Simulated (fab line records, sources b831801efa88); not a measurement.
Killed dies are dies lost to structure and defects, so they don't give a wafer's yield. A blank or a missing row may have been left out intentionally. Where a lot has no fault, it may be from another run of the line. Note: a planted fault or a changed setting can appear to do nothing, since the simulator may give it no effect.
Which tool is to blame? -- flow gf180mcu -- 72 wafers from 24 lots sampled at 6 of the route's 602 steps

## WHAT EACH GAUGE READ, for each wafer
GF_M3_CD_MEAS_14 targets a cd of 280 nm. Usual: cdNm at 279.7 nm, with a standard deviation of 1.2.
lot,measured,on,cdNm (nm),flag
L074,day 21 05:12,cdSem-02,279.1 279.6 280.4,
L075,day 21 13:12,cdSem-01,279.1 278.8 277.9,
L076,day 21 19:51,cdSem-01,277.3 277.2 278.3,
L077,day 22 11:01,cdSem-02,279.6 280.0 279.3,
L078,day 22 16:30,cdSem-02,280.4 281.2 280.7,
L079,day 22 23:14,cdSem-01,280.2 279.1 280.5,
L080,day 23 13:40,cdSem-01,279.6 279.6 278.6,
L081,day 23 20:22,cdSem-01,278.7 276.8 278.3,
L082,day 24 02:03,cdSem-02,280.1 279.3 279.9,
L083,day 24 14:51,cdSem-01,280.1 280.3 280.3,
L084,day 24 20:39,cdSem-02,280.1 280.6 280.9,
L085,day 25 06:07,cdSem-01,277.5 278.0 278.3,
L086,day 25 09:15,cdSem-01,279.0 278.2 279.1,
L087,day 26 03:22,cdSem-02,280.3 280.8 280.6,
L088,day 26 06:13,cdSem-01,280.9 280.3 280.6,
L089,day 26 14:36,cdSem-01,281.0 280.9 280.9,
L090,day 26 22:16,cdSem-02,279.7 279.2 279.8,
L091,day 27 02:57,cdSem-02,280.5 280.0 280.1,
L092,day 27 12:29,cdSem-02,279.0 277.4 278.9,
L093,day 27 19:01,cdSem-01,282.5 282.3 280.5,
L094,day 28 05:16,cdSem-01,278.3 277.7 277.9,
L095,day 28 10:26,cdSem-01,279.4 279.6 279.9,
L096,day 28 14:54,cdSem-02,280.6 278.5 279.4,
L097,day 28 18:15,cdSem-02,282.1 280.7 282.5,

GF_M3_OVL_MEAS_15. Usual: M3_OVL typically reads 1 nm, with standard deviation 5.2.
lot,measured,on,M3_OVL (nm),flag
L074,day 21 05:19,overlay-02,1 1 0,
L075,day 21 13:19,overlay-01,7 3 -6,
L076,day 21 19:58,overlay-01,7 3 -7,
L077,day 22 11:07,overlay-02,8 0 4,
L078,day 22 16:37,overlay-02,-6 5 9,
L079,day 22 23:20,overlay-02,2 1 0,
L080,day 23 13:44,overlay-02,5 7 0,
L081,day 23 20:28,overlay-01,1 -3 6,
L082,day 24 02:10,overlay-02,4 0 6,
L083,day 24 14:58,overlay-01,6 6 0,
L084,day 24 20:46,overlay-01,-9 -14 -6,
L085,day 25 06:13,overlay-02,-6 1 -8,
L086,day 25 09:22,overlay-02,6 10 0,
L087,day 26 03:28,overlay-01,0 12 6,
L088,day 26 06:19,overlay-02,-1 -3 7,
L089,day 26 14:43,overlay-01,0 9 2,
L090,day 26 22:22,overlay-01,-3 1 -4,
L091,day 27 03:04,overlay-02,2 -5 2,
L092,day 27 12:37,overlay-02,5 1 -4,
L093,day 27 19:07,overlay-02,-6 0 -7,
L094,day 28 05:22,overlay-01,5 1 0,
L095,day 28 10:34,overlay-01,-6 4 -1,
L096,day 28 15:01,overlay-01,3 4 1,
L097,day 28 18:20,overlay-02,10 11 9,

GF_PASSIVATION_THK_MEAS_01. Usual: PASSIVATION_CVD_00_THK typically reads 1002 nm, with standard deviation 11.
lot,measured,on,PASSIVATION_CVD_00_THK (nm),flag
L074,day 28 01:39,filmMetro-03,987 984 999,
L075,day 28 09:52,filmMetro-04,997 999 1005,
L076,day 28 14:42,filmMetro-03,992 982 1008,
L077,day 29 02:09,filmMetro-04,997 996 1021,
L078,day 29 07:49,filmMetro-02,1014 993 1018,
L079,day 29 12:20,filmMetro-03,1019 1015 1004,
L080,day 30 00:26,filmMetro-04,1008 1009 1006,
L081,day 30 11:32,filmMetro-02,983 1000 1009,
L082,day 30 12:00,filmMetro-03,996 1012 1009,
L083,day 30 18:50,filmMetro-02,988 985 996,
L084,day 31 01:13,filmMetro-03,998 1004 1014,
L085,day 31 08:26,filmMetro-02,996 998 1006,
L086,day 31 11:02,filmMetro-02,988 999 1003,
L087,day 31 23:55,filmMetro-04,995 997 1005,
L088,day 32 03:10,filmMetro-02,1009 1027 1016,
L089,day 32 08:46,filmMetro-02,989 984 1007,
L090,day 32 21:46,filmMetro-03,992 1002 1015,
L091,day 32 22:14,filmMetro-02,995 1011 1004,
L092,day 33 03:01,filmMetro-02,995 1010 1009,
L093,day 33 08:58,filmMetro-04,988 996 1002,
L094,day 33 16:28,filmMetro-03,977 980 988,
L095,day 33 21:10,filmMetro-04,983 995 999,
L096,day 34 01:35,filmMetro-04,980 1016 1003,
L097,day 34 03:46,filmMetro-02,1018 1015 1010,

## TOOL THAT RAN EACH LOT (tool first, then ch and the chambers of the sampled wafers, then the start)
lot,GF_V4_SPUTTER_21,GF_MIM_SPUTTER_03,GF_V5_SPUTTER_21
L074,"pvdSputter-04, day 24 08:02","pvdSputter-02, day 24 08:53","pvdSputter-03, day 27 04:02"
L075,"pvdSputter-04, day 24 17:26","pvdSputter-01, day 24 18:21","pvdSputter-04, day 27 12:47"
L076,"pvdSputter-01, day 24 22:11","pvdSputter-02, day 24 23:08","pvdSputter-02, day 27 17:05"
L077,"pvdSputter-04, day 25 11:55","pvdSputter-03, day 25 12:56","pvdSputter-03, day 28 05:17"
L078,"pvdSputter-02, day 25 18:24","pvdSputter-02, day 25 19:15","pvdSputter-03, day 28 10:41"
L079,"pvdSputter-04, day 26 00:28","pvdSputter-01, day 26 01:19","pvdSputter-02, day 28 15:47"
L080,"pvdSputter-04, day 26 12:47","pvdSputter-03, day 26 13:47","pvdSputter-02, day 29 03:20"
L081,"pvdSputter-04, day 26 19:34","pvdSputter-01, day 26 20:25","pvdSputter-03, day 29 10:28"
L082,"pvdSputter-01, day 26 23:51","pvdSputter-02, day 27 00:42","pvdSputter-04, day 29 15:28"
L083,"pvdSputter-02, day 27 11:16","pvdSputter-03, day 27 12:16","pvdSputter-02, day 30 01:17"
L084,"pvdSputter-01, day 27 16:25","pvdSputter-03, day 27 17:26","pvdSputter-03, day 30 06:02"
L085,"pvdSputter-01, day 28 00:55","pvdSputter-03, day 28 01:46","pvdSputter-02, day 30 12:43"
L086,"pvdSputter-04, day 28 04:55","pvdSputter-01, day 28 05:46","pvdSputter-04, day 30 15:46"
L087,"pvdSputter-02, day 28 20:37","pvdSputter-01, day 28 21:28","pvdSputter-03, day 31 04:55"
L088,"pvdSputter-04, day 28 23:27","pvdSputter-03, day 29 00:18","pvdSputter-03, day 31 08:05"
L089,"pvdSputter-01, day 29 06:52","pvdSputter-03, day 29 07:43","pvdSputter-02, day 31 14:41"
L090,"pvdSputter-01, day 29 14:06","pvdSputter-02, day 29 14:58","pvdSputter-04, day 32 02:53"
L091,"pvdSputter-02, day 29 18:21","pvdSputter-03, day 29 19:12","pvdSputter-04, day 32 04:17"
L092,"pvdSputter-01, day 30 02:22","pvdSputter-02, day 30 03:13","pvdSputter-02, day 32 08:56"
L093,"pvdSputter-01, day 30 08:43","pvdSputter-01, day 30 09:34","pvdSputter-04, day 32 15:41"
L094,"pvdSputter-01, day 30 17:01","pvdSputter-02, day 30 17:52","pvdSputter-04, day 32 23:13"
L095,"pvdSputter-04, day 30 22:26","pvdSputter-02, day 30 23:18","pvdSputter-03, day 33 03:11"
L096,"pvdSputter-02, day 31 02:44","pvdSputter-01, day 31 03:42","pvdSputter-03, day 33 08:17"
L097,"pvdSputter-02, day 31 06:47","pvdSputter-01, day 31 07:39","pvdSputter-02, day 33 10:53"
- GF_V4_SPUTTER_21: material Ti, target thk 15 nm, time 80.02 s.
- GF_MIM_SPUTTER_03: material Ti, target thk 10 nm, time 6.7 s.
- GF_V5_SPUTTER_21: material Ti, target thk 15 nm, time 80.02 s.

## WHAT THE TOOLS THEMSELVES READ (means of the sampled wafers that have a number; where no wafer has one, the mark that the record gives instead)
GF_V4_SPUTTER_21. Usual: throttleValvePct at 29.6 %, with a standard deviation of 1.2.
lot,tool,throttleValvePct (%),flag
L074,pvdSputter-04,28.8,
L075,pvdSputter-04,28.8,
L076,pvdSputter-01,30.0,
L077,pvdSputter-04,28.8,
L078,pvdSputter-02,28.9,
L079,pvdSputter-04,27.9,
L080,pvdSputter-04,29.6,
L081,pvdSputter-04,28.8,
L082,pvdSputter-01,30.1,
L083,pvdSputter-02,29.5,
L084,pvdSputter-01,30.4,
L085,pvdSputter-01,30.1,
L086,pvdSputter-04,27.9,
L087,pvdSputter-02,29.7,
L088,pvdSputter-04,27.9,
L089,pvdSputter-01,30.5,
L090,pvdSputter-01,29.5,
L091,pvdSputter-02,29.5,
L092,pvdSputter-01,30.0,
L093,pvdSputter-01,29.9,
L094,pvdSputter-01,30.6,
L095,pvdSputter-04,29.7,
L096,pvdSputter-02,29.6,
L097,pvdSputter-02,29.5,

GF_MIM_SPUTTER_03. Usual: throttleValvePct at 30.1 %, with a standard deviation of 1.1.
lot,tool,throttleValvePct (%),flag
L074,pvdSputter-02,29.3,
L075,pvdSputter-01,30.7,
L076,pvdSputter-02,29.2,
L077,pvdSputter-03,30.3,
L078,pvdSputter-02,29.8,
L079,pvdSputter-01,30.5,
L080,pvdSputter-03,30.1,
L081,pvdSputter-01,29.9,
L082,pvdSputter-02,29.6,
L083,pvdSputter-03,31.2,
L084,pvdSputter-03,30.3,
L085,pvdSputter-03,30.2,
L086,pvdSputter-01,30.0,
L087,pvdSputter-01,30.6,
L088,pvdSputter-03,30.8,
L089,pvdSputter-03,29.5,
L090,pvdSputter-02,29.2,
L091,pvdSputter-03,31.3,
L092,pvdSputter-02,29.4,
L093,pvdSputter-01,30.0,
L094,pvdSputter-02,29.4,
L095,pvdSputter-02,29.5,
L096,pvdSputter-01,30.4,
L097,pvdSputter-01,29.8,

GF_V5_SPUTTER_21. Usual: throttleValvePct at 29.8 %, with a standard deviation of 1.3.
lot,tool,throttleValvePct (%),flag
L074,pvdSputter-03,29.7,
L075,pvdSputter-04,29.7,
L076,pvdSputter-02,29.5,
L077,pvdSputter-03,31.3,
L078,pvdSputter-03,31.3,
L079,pvdSputter-02,29.3,
L080,pvdSputter-02,29.7,
L081,pvdSputter-03,30.3,
L082,pvdSputter-04,29.6,
L083,pvdSputter-02,29.3,
L084,pvdSputter-03,30.9,
L085,pvdSputter-02,29.3,
L086,pvdSputter-04,28.9,
L087,pvdSputter-03,29.8,
L088,pvdSputter-03,30.8,
L089,pvdSputter-02,29.5,
L090,pvdSputter-04,28.9,
L091,pvdSputter-04,29.8,
L092,pvdSputter-02,29.2,
L093,pvdSputter-04,29.0,
L094,pvdSputter-04,29.7,
L095,pvdSputter-03,31.8,
L096,pvdSputter-03,31.7,
L097,pvdSputter-02,29.3,

## THE ANSWER, worked out from the rows above alone
Rule: a lot is off if the mean of its wafers that have a number lies more than 3 standard deviations from the usual mean. A lot without any number at a reading at which 4 lots or more have one is off too. Where the step has rows for the other lots, those lots are counted as sound. The gauges are gone through in route order, then the tools' own readings, and for those a lot's mean is taken as printed above. The first step at which some lot is off is used, and at that step the reading that is off furthest; a lot without a number counts as furthest.
Nothing can be told from this: no lot is off at any reading shown.

## WHAT HAD BEEN PUT IN BY THE SIMULATOR
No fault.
